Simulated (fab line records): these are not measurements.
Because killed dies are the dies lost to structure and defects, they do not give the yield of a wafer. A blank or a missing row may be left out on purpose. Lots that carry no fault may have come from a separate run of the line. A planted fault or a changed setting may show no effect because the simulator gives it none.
A struck lot beside a sound one || flow sfq_line || 17 steps out of a route of 325
Sound: the wafers L829.2, L829.4, L829.6. Struck: wafers L832.2, L832.3, L832.5. The cause comes at the end.
Order at every step that has rows: each side's tool, ch and its chambers, its first start. Under that, the readings that differ: sound wafers || struck wafers || difference of the means || sigmas: that difference in standard deviations of wafers without a fault.
alike: readings whose means differ by less than 2 such deviations, and words and numbers that are the same on both sides. not compared: withheld readings, readings that some wafer has no value for, bounds like >300 that may hide the same value, and numbers for which the record gives no deviation and whose values overlap.
Wherever a step has rows on one side only, a row that says differs or no value, or a row with sigmas, the two part there. Numbers that don't overlap but have no deviation are shown without sigmas and don't part them. A reading that every wafer of one side lacks parts them only if that side has two wafers or more.

first, 3 steps without rows for these wafers: SFQ_TRILAYER_R5_LITHO_EXPOSE_137 (exposes mask R5, target cd 500 nm); SFQ_TRILAYER_R5_LITHO_PEB_139 (peb time 60 s); SFQ_TRILAYER_R5_LITHO_DEVELOP_138 (time 60 s).
SFQ_R5_OVL_MEAS_935:
  sound on overlay-01, day 69 09:50; struck on overlay-01, day 69 14:26
{"reading": "R5_OVL (nm)", "sound": "11 8 5", "struck": "-3 -5 -8", "difference": -13, "sigmas": -3}
SFQ_TRILAYER_R5_BARC_OPEN_METAL_ETCH_177: etches BARC in O2, target depth 125 nm, time 41.7 s.
  sound on rie_metal-04 ch 0,1, day 69 09:52; struck on rie_metal-04 ch 0,1, day 69 14:28
  alike: drypump_motor_current_A, oes_product_au
  not compared: rf_hours_counter_h
SFQ_TRILAYER_R5_ETCH_METAL_ETCH_139: etches the open film in Cl2, stops on SiO2, target depth 60 nm, time 40 s.
  sound on rie_metal-04 ch 0,1, day 69 09:55; struck on rie_metal-04 ch 0,1, day 69 14:31
  alike: drypump_motor_current_A, oes_product_au
  not compared: rf_hours_counter_h
SFQ_TRILAYER_R5_STRIP_STRIP_140: strips in O2.
  sound on rie_metal-04 ch 0,1, day 69 09:59; struck on rie_metal-04 ch 0,1, day 69 14:35
{"reading": "oes_product_au (a.u.)", "sound": "0.987 0.995 0.992", "struck": "1.006 1.006 1.012", "difference": "+0.017", "sigmas": "+2"}
  alike: drypump_motor_current_A
  not compared: rf_hours_counter_h
then, 1 step without rows for these wafers: SFQ_TRILAYER_R5_STRIP_SOLV_CLEAN_141 (cleans in NMP, time 600 s).
SFQ_TRILAYER_A5C_DEP_PECVD_142: deposits SiO2 from SiH4/N2O, time 15.556 s, target thk 70 nm.
  sound on pecvd-04 ch 0,2, day 69 10:45; struck on pecvd-02 ch 0,1,2, day 69 15:21
{"reading": "throttle_valve_pct (%)", "sound": "27.2 27.4 26.3", "struck": "22.9 24.0 23.7", "difference": -3.4, "sigmas": -2}
  alike: heater_power_w
then, 3 steps without rows for these wafers: SFQ_TRILAYER_I5_LITHO_COAT_149 (resist thk 62 nm); SFQ_TRILAYER_I5_LITHO_COAT_144 (resist thk 650 nm); SFQ_TRILAYER_I5_LITHO_SOFTBAKE_148.
SFQ_TRILAYER_I5_LITHO_EXPOSE_145: exposes mask I5, target cd 700 nm.
  sound on krf_scanner-02 ch 0, day 69 17:36; struck on krf_scanner-02 ch 0, day 69 22:24
{"reading": "model.I5.overlay_x_nm (nm)", "sound": "0.3506 0.3506 0.3506", "struck": "72.01 72.01 72.01", "difference": "+71.66", "sigmas": ""}
  alike: mask
then, 2 steps without rows for these wafers: SFQ_TRILAYER_I5_LITHO_PEB_147 (peb time 60 s); SFQ_TRILAYER_I5_LITHO_DEVELOP_146 (time 60 s).
SFQ_I5_OVL_MEAS_936:
  sound on overlay-01, day 69 18:54; struck on overlay-01, day 69 23:42
{"reading": "I5_OVL (nm)", "sound": "2 0 4", "struck": "73 77 73", "difference": "+72", "sigmas": "+16"}
SFQ_TRILAYER_I5_BARC_OPEN_VIA_ETCH_200: etches BARC in O2, target depth 125 nm, time 41.7 s.
  sound on rie_diel-04 ch 0,2,3, day 69 18:56; struck on rie_diel-01 ch 2,3, day 69 23:44
  alike: drypump_motor_current_A, oes_product_au
  not compared: rf_hours_counter_h

== WHERE THEY PART ==
Earliest at SFQ_R5_OVL_MEAS_935; latest, in this record, at SFQ_I5_OVL_MEAS_936. Later steps at which nothing parts them and some readings are alike: SFQ_TRILAYER_I5_BARC_OPEN_VIA_ETCH_200.

WHY: whatever the simulator had introduced
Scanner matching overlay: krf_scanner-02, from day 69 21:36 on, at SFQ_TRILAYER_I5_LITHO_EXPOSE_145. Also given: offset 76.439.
